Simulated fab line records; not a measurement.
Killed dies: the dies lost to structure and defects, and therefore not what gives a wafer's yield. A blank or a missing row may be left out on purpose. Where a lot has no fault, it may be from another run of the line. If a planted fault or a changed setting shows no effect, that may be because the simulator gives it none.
Which tool is to blame? || flow sky130 || 33 wafers from 11 lots sampled at 5 of the route's 708 steps

WHAT EACH GAUGE READ, for each wafer
SKY_POLY_CUT_OVL_MEAS_09. Usual: POLY_CUT_OVL -3 nm, standard deviation 5.6.
{"lot": "L237", "measured": "day 24 12:44", "on": "overlay-01", "POLY_CUT_OVL (nm)": "-4 0 -5", "flag": ""}
{"lot": "L238", "measured": "day 24 15:31", "on": "overlay-01", "POLY_CUT_OVL (nm)": "-1 1 -4", "flag": ""}
{"lot": "L239", "measured": "day 25 02:10", "on": "overlay-02", "POLY_CUT_OVL (nm)": "-1 -2 4", "flag": ""}
{"lot": "L240", "measured": "day 25 07:56", "on": "overlay-02", "POLY_CUT_OVL (nm)": "-8 -14 -11", "flag": ""}
{"lot": "L248", "measured": "day 28 15:46", "on": "overlay-01", "POLY_CUT_OVL (nm)": "0 4 -2", "flag": ""}
{"lot": "L252", "measured": "day 30 05:49", "on": "overlay-01", "POLY_CUT_OVL (nm)": "2 4 1", "flag": ""}
{"lot": "L253", "measured": "day 30 07:20", "on": "overlay-01", "POLY_CUT_OVL (nm)": "-8 -6 -5", "flag": ""}
{"lot": "L255", "measured": "day 30 18:16", "on": "overlay-01", "POLY_CUT_OVL (nm)": "-6 -3 -6", "flag": ""}
{"lot": "L257", "measured": "day 31 00:21", "on": "overlay-01", "POLY_CUT_OVL (nm)": "3 8 6", "flag": ""}
{"lot": "L258", "measured": "day 31 19:40", "on": "overlay-02", "POLY_CUT_OVL (nm)": "-4 -4 0", "flag": ""}
{"lot": "L259", "measured": "day 32 01:47", "on": "overlay-02", "POLY_CUT_OVL (nm)": "-10 -5 -8", "flag": ""}

EACH LOT AND THE TOOL THAT RAN IT (in order: tool; ch and the chambers of the sampled wafers; start)
{"lot": "L237", "SKY_FIELD_ISO_CMP_27": "cmp-01 ch 1,3, day 2 14:16", "SKY_POLY_GATE_ETCH_16": "rie_diel-01 ch 1,2, day 16 17:50", "SKY_POLY_GATE_STRIP_18": "plasma_asher-01 ch 0,1, day 16 17:59", "SKY_SPACER_ETCHBACK_02": "rie_diel-04 ch 0,2, day 23 07:24"}
{"lot": "L238", "SKY_FIELD_ISO_CMP_27": "cmp-01 ch 0,1, day 2 20:59", "SKY_POLY_GATE_ETCH_16": "rie_diel-02 ch 1,2,3, day 16 23:49", "SKY_POLY_GATE_STRIP_18": "plasma_asher-04 ch 0,1, day 16 23:58", "SKY_SPACER_ETCHBACK_02": "rie_diel-04 ch 0,1,2, day 23 09:51"}
{"lot": "L239", "SKY_FIELD_ISO_CMP_27": "cmp-02 ch 1,2, day 3 01:16", "SKY_POLY_GATE_ETCH_16": "rie_diel-01 ch 0,1, day 17 07:38", "SKY_POLY_GATE_STRIP_18": "plasma_asher-04 ch 0,1, day 17 07:47", "SKY_SPACER_ETCHBACK_02": "rie_diel-02 ch 2,3, day 23 20:32"}
{"lot": "L240", "SKY_FIELD_ISO_CMP_27": "cmp-01 ch 0,3, day 3 06:26", "SKY_POLY_GATE_ETCH_16": "rie_diel-02 ch 0,2,3, day 17 12:10", "SKY_POLY_GATE_STRIP_18": "plasma_asher-04 ch 0, day 17 12:19", "SKY_SPACER_ETCHBACK_02": "rie_diel-04 ch 1,3, day 24 02:28"}
{"lot": "L248", "SKY_FIELD_ISO_CMP_27": "cmp-02 ch 0,1,2, day 5 04:49", "SKY_POLY_GATE_ETCH_16": "rie_diel-01 ch 0,1,3, day 21 02:26", "SKY_POLY_GATE_STRIP_18": "plasma_asher-01 ch 0,1, day 21 02:35", "SKY_SPACER_ETCHBACK_02": "rie_diel-04 ch 1,2,3, day 27 12:11"}
{"lot": "L252", "SKY_FIELD_ISO_CMP_27": "cmp-02 ch 0,3, day 5 22:45", "SKY_POLY_GATE_ETCH_16": "rie_diel-03 ch 0,2,3, day 22 18:01", "SKY_POLY_GATE_STRIP_18": "plasma_asher-01 ch 1, day 22 18:10", "SKY_SPACER_ETCHBACK_02": "rie_diel-02 ch 0,3, day 29 01:12"}
{"lot": "L253", "SKY_FIELD_ISO_CMP_27": "cmp-01 ch 0,2,3, day 6 01:37", "SKY_POLY_GATE_ETCH_16": "rie_diel-02 ch 0,1, day 22 18:14", "SKY_POLY_GATE_STRIP_18": "plasma_asher-02 ch 0,1, day 22 18:23", "SKY_SPACER_ETCHBACK_02": "rie_diel-02 ch 1,3, day 29 03:27"}
{"lot": "L255", "SKY_FIELD_ISO_CMP_27": "cmp-02 ch 1,2, day 6 14:56", "SKY_POLY_GATE_ETCH_16": "rie_diel-03 ch 0,1, day 23 07:52", "SKY_POLY_GATE_STRIP_18": "plasma_asher-02 ch 0,1, day 23 08:02", "SKY_SPACER_ETCHBACK_02": "rie_diel-04 ch 1,2, day 29 13:50"}
{"lot": "L257", "SKY_FIELD_ISO_CMP_27": "cmp-01 ch 2,3, day 6 21:10", "SKY_POLY_GATE_ETCH_16": "rie_diel-03 ch 1,2,3, day 23 14:22", "SKY_POLY_GATE_STRIP_18": "plasma_asher-01 ch 1, day 23 14:31", "SKY_SPACER_ETCHBACK_02": "rie_diel-04 ch 1,2, day 29 20:38"}
{"lot": "L258", "SKY_FIELD_ISO_CMP_27": "cmp-02 ch 0,1,3, day 7 07:49", "SKY_POLY_GATE_ETCH_16": "rie_diel-01 ch 2,3, day 24 09:32", "SKY_POLY_GATE_STRIP_18": "plasma_asher-02 ch 0,1, day 24 09:41", "SKY_SPACER_ETCHBACK_02": "rie_diel-04 ch 0,2, day 30 16:25"}
{"lot": "L259", "SKY_FIELD_ISO_CMP_27": "cmp-02 ch 1,2, day 7 12:05", "SKY_POLY_GATE_ETCH_16": "rie_diel-01 ch 2,3, day 24 16:58", "SKY_POLY_GATE_STRIP_18": "plasma_asher-04 ch 0,1, day 24 17:10", "SKY_SPACER_ETCHBACK_02": "rie_diel-04 ch 2,3, day 30 21:49"}
- SKY_FIELD_ISO_CMP_27: polishes, stops on Si3N4, t overpolish 16 s, target thk 457.8 nm.
- SKY_POLY_GATE_ETCH_16: etches Si3N4 in CH3F/O2, stops on poly-Si, time 147.5 s, target depth 75 nm.
- SKY_POLY_GATE_STRIP_18: strips in O2/N2.
- SKY_SPACER_ETCHBACK_02: etches Si3N4 in CH3F/O2, stops on SiO2, time 46.7 s, target depth 45 nm.

AS READ BY THE TOOLS THEMSELVES (means over the sampled wafers that have a number; for cases with no such wafer, the mark the record gives instead)
SKY_FIELD_ISO_CMP_27. Usual: motor_current_A 12.1 A, standard deviation 1.6; overpolish_run_s 16.000 s, standard deviation 0.01; time_to_endpoint_s 114 s, standard deviation 3.5.
{"lot": "L237", "tool": "cmp-01", "motor_current_A (A)": 10.7, "overpolish_run_s (s)": 16.012, "time_to_endpoint_s (s)": 115, "flag": ""}
{"lot": "L238", "tool": "cmp-01", "motor_current_A (A)": 13.9, "overpolish_run_s (s)": 16.001, "time_to_endpoint_s (s)": 115, "flag": ""}
{"lot": "L239", "tool": "cmp-02", "motor_current_A (A)": 11.5, "overpolish_run_s (s)": 15.999, "time_to_endpoint_s (s)": 112, "flag": ""}
{"lot": "L240", "tool": "cmp-01", "motor_current_A (A)": 12.2, "overpolish_run_s (s)": 16.009, "time_to_endpoint_s (s)": 114, "flag": ""}
{"lot": "L248", "tool": "cmp-02", "motor_current_A (A)": 11.6, "overpolish_run_s (s)": 15.998, "time_to_endpoint_s (s)": 114, "flag": ""}
{"lot": "L252", "tool": "cmp-02", "motor_current_A (A)": 12.8, "overpolish_run_s (s)": 15.996, "time_to_endpoint_s (s)": 117, "flag": ""}
{"lot": "L253", "tool": "cmp-01", "motor_current_A (A)": 12.7, "overpolish_run_s (s)": 15.996, "time_to_endpoint_s (s)": 117, "flag": ""}
{"lot": "L255", "tool": "cmp-02", "motor_current_A (A)": 10.7, "overpolish_run_s (s)": 15.998, "time_to_endpoint_s (s)": 116, "flag": ""}
{"lot": "L257", "tool": "cmp-01", "motor_current_A (A)": 12.4, "overpolish_run_s (s)": 15.999, "time_to_endpoint_s (s)": 115, "flag": ""}
{"lot": "L258", "tool": "cmp-02", "motor_current_A (A)": 12.4, "overpolish_run_s (s)": 15.989, "time_to_endpoint_s (s)": 113, "flag": ""}
{"lot": "L259", "tool": "cmp-02", "motor_current_A (A)": 11.0, "overpolish_run_s (s)": 16.008, "time_to_endpoint_s (s)": 114, "flag": ""}

SKY_POLY_GATE_ETCH_16. Usual: drypump_motor_current_A 5.9 A, standard deviation 0.43; oes_product_au 0.639 a.u., standard deviation 0.0047; throttle_valve_pct 10.535 %, standard deviation 0.011.
{"lot": "L237", "tool": "rie_diel-01", "drypump_motor_current_A (A)": 5.9, "oes_product_au (a.u.)": 0.640, "throttle_valve_pct (%)": 10.542, "flag": ""}
{"lot": "L238", "tool": "rie_diel-02", "drypump_motor_current_A (A)": 6.2, "oes_product_au (a.u.)": 0.633, "throttle_valve_pct (%)": 10.534, "flag": ""}
{"lot": "L239", "tool": "rie_diel-01", "drypump_motor_current_A (A)": 5.6, "oes_product_au (a.u.)": 0.635, "throttle_valve_pct (%)": 10.531, "flag": ""}
{"lot": "L240", "tool": "rie_diel-02", "drypump_motor_current_A (A)": 6.0, "oes_product_au (a.u.)": 0.640, "throttle_valve_pct (%)": 10.514, "flag": ""}
{"lot": "L248", "tool": "rie_diel-01", "drypump_motor_current_A (A)": 5.8, "oes_product_au (a.u.)": 0.640, "throttle_valve_pct (%)": 10.531, "flag": ""}
{"lot": "L252", "tool": "rie_diel-03", "drypump_motor_current_A (A)": 5.8, "oes_product_au (a.u.)": 0.642, "throttle_valve_pct (%)": 10.537, "flag": ""}
{"lot": "L253", "tool": "rie_diel-02", "drypump_motor_current_A (A)": 5.7, "oes_product_au (a.u.)": 0.639, "throttle_valve_pct (%)": 10.543, "flag": ""}
{"lot": "L255", "tool": "rie_diel-03", "drypump_motor_current_A (A)": 5.5, "oes_product_au (a.u.)": 0.638, "throttle_valve_pct (%)": 10.531, "flag": ""}
{"lot": "L257", "tool": "rie_diel-03", "drypump_motor_current_A (A)": 5.6, "oes_product_au (a.u.)": 0.643, "throttle_valve_pct (%)": 10.535, "flag": ""}
{"lot": "L258", "tool": "rie_diel-01", "drypump_motor_current_A (A)": 6.3, "oes_product_au (a.u.)": 0.644, "throttle_valve_pct (%)": 10.538, "flag": ""}
{"lot": "L259", "tool": "rie_diel-01", "drypump_motor_current_A (A)": 6.3, "oes_product_au (a.u.)": 0.635, "throttle_valve_pct (%)": 10.550, "flag": ""}

SKY_POLY_GATE_STRIP_18. Usual: drypump_motor_current_A 5.4 A, standard deviation 0.39; oes_product_au 0.360 a.u., standard deviation 0.0051; strip_time_to_endpoint_s 3.16 s, standard deviation 0.04.
{"lot": "L237", "tool": "plasma_asher-01", "drypump_motor_current_A (A)": 5.6, "oes_product_au (a.u.)": 0.361, "strip_time_to_endpoint_s (s)": 3.17, "flag": ""}
{"lot": "L238", "tool": "plasma_asher-04", "drypump_motor_current_A (A)": 5.3, "oes_product_au (a.u.)": 0.359, "strip_time_to_endpoint_s (s)": 3.13, "flag": ""}
{"lot": "L239", "tool": "plasma_asher-04", "drypump_motor_current_A (A)": 5.2, "oes_product_au (a.u.)": 0.355, "strip_time_to_endpoint_s (s)": 3.15, "flag": ""}
{"lot": "L240", "tool": "plasma_asher-04", "drypump_motor_current_A (A)": 5.0, "oes_product_au (a.u.)": 0.357, "strip_time_to_endpoint_s (s)": 3.15, "flag": ""}
{"lot": "L248", "tool": "plasma_asher-01", "drypump_motor_current_A (A)": 5.5, "oes_product_au (a.u.)": 0.354, "strip_time_to_endpoint_s (s)": 2.96, "flag": "OFF"}
{"lot": "L252", "tool": "plasma_asher-01", "drypump_motor_current_A (A)": 5.8, "oes_product_au (a.u.)": 0.361, "strip_time_to_endpoint_s (s)": 3.15, "flag": ""}
{"lot": "L253", "tool": "plasma_asher-02", "drypump_motor_current_A (A)": 5.0, "oes_product_au (a.u.)": 0.361, "strip_time_to_endpoint_s (s)": 3.20, "flag": ""}
{"lot": "L255", "tool": "plasma_asher-02", "drypump_motor_current_A (A)": 4.9, "oes_product_au (a.u.)": 0.358, "strip_time_to_endpoint_s (s)": 3.16, "flag": ""}
{"lot": "L257", "tool": "plasma_asher-01", "drypump_motor_current_A (A)": 5.8, "oes_product_au (a.u.)": 0.358, "strip_time_to_endpoint_s (s)": 3.12, "flag": ""}
{"lot": "L258", "tool": "plasma_asher-02", "drypump_motor_current_A (A)": 5.0, "oes_product_au (a.u.)": 0.359, "strip_time_to_endpoint_s (s)": 3.09, "flag": ""}
{"lot": "L259", "tool": "plasma_asher-04", "drypump_motor_current_A (A)": 5.6, "oes_product_au (a.u.)": 0.355, "strip_time_to_endpoint_s (s)": 3.17, "flag": ""}

SKY_SPACER_ETCHBACK_02. Usual: drypump_motor_current_A 5.8 A, standard deviation 0.53; oes_product_au 0.854 a.u., standard deviation 0.0079; throttle_valve_pct 10.562 %, standard deviation 0.0082.
{"lot": "L237", "tool": "rie_diel-04", "drypump_motor_current_A (A)": 6.0, "oes_product_au (a.u.)": 0.866, "throttle_valve_pct (%)": 10.566, "flag": ""}
{"lot": "L238", "tool": "rie_diel-04", "drypump_motor_current_A (A)": 6.0, "oes_product_au (a.u.)": 0.867, "throttle_valve_pct (%)": 10.559, "flag": ""}
{"lot": "L239", "tool": "rie_diel-02", "drypump_motor_current_A (A)": 6.3, "oes_product_au (a.u.)": 0.846, "throttle_valve_pct (%)": 10.563, "flag": ""}
{"lot": "L240", "tool": "rie_diel-04", "drypump_motor_current_A (A)": 5.8, "oes_product_au (a.u.)": 0.853, "throttle_valve_pct (%)": 10.557, "flag": ""}
{"lot": "L248", "tool": "rie_diel-04", "drypump_motor_current_A (A)": 5.6, "oes_product_au (a.u.)": 0.839, "throttle_valve_pct (%)": 10.560, "flag": ""}
{"lot": "L252", "tool": "rie_diel-02", "drypump_motor_current_A (A)": 5.7, "oes_product_au (a.u.)": 0.850, "throttle_valve_pct (%)": 10.563, "flag": ""}
{"lot": "L253", "tool": "rie_diel-02", "drypump_motor_current_A (A)": 6.0, "oes_product_au (a.u.)": 0.850, "throttle_valve_pct (%)": 10.558, "flag": ""}
{"lot": "L255", "tool": "rie_diel-04", "drypump_motor_current_A (A)": 6.1, "oes_product_au (a.u.)": 0.855, "throttle_valve_pct (%)": 10.556, "flag": ""}
{"lot": "L257", "tool": "rie_diel-04", "drypump_motor_current_A (A)": 6.0, "oes_product_au (a.u.)": 0.856, "throttle_valve_pct (%)": 10.563, "flag": ""}
{"lot": "L258", "tool": "rie_diel-04", "drypump_motor_current_A (A)": 5.7, "oes_product_au (a.u.)": 0.854, "throttle_valve_pct (%)": 10.562, "flag": ""}
{"lot": "L259", "tool": "rie_diel-04", "drypump_motor_current_A (A)": 5.3, "oes_product_au (a.u.)": 0.853, "throttle_valve_pct (%)": 10.554, "flag": ""}

THE ANSWER, worked out from the rows above alone
Rule: a lot counts as off when the mean over its wafers that have a number is more than 3 standard deviations away from the usual mean. Also off: a lot with no number at a reading for which 4 or more lots have one. The other lots that the step has rows for count as sound. After the gauges, taken in route order, come the tools' own readings; for these a lot's mean is taken, as printed above. The first step at which some lot is off is used, and at that step the reading that is off furthest; a lot without a number counts as furthest.
Off at SKY_POLY_GATE_STRIP_18 (strip_time_to_endpoint_s): L248.
If a tool, at that step or one of the process steps before it, ran each lot that is off and ran no sound lot following the first of them, it fits. Of those tried, none fits.

WHAT THE SIMULATOR HAD PUT IN
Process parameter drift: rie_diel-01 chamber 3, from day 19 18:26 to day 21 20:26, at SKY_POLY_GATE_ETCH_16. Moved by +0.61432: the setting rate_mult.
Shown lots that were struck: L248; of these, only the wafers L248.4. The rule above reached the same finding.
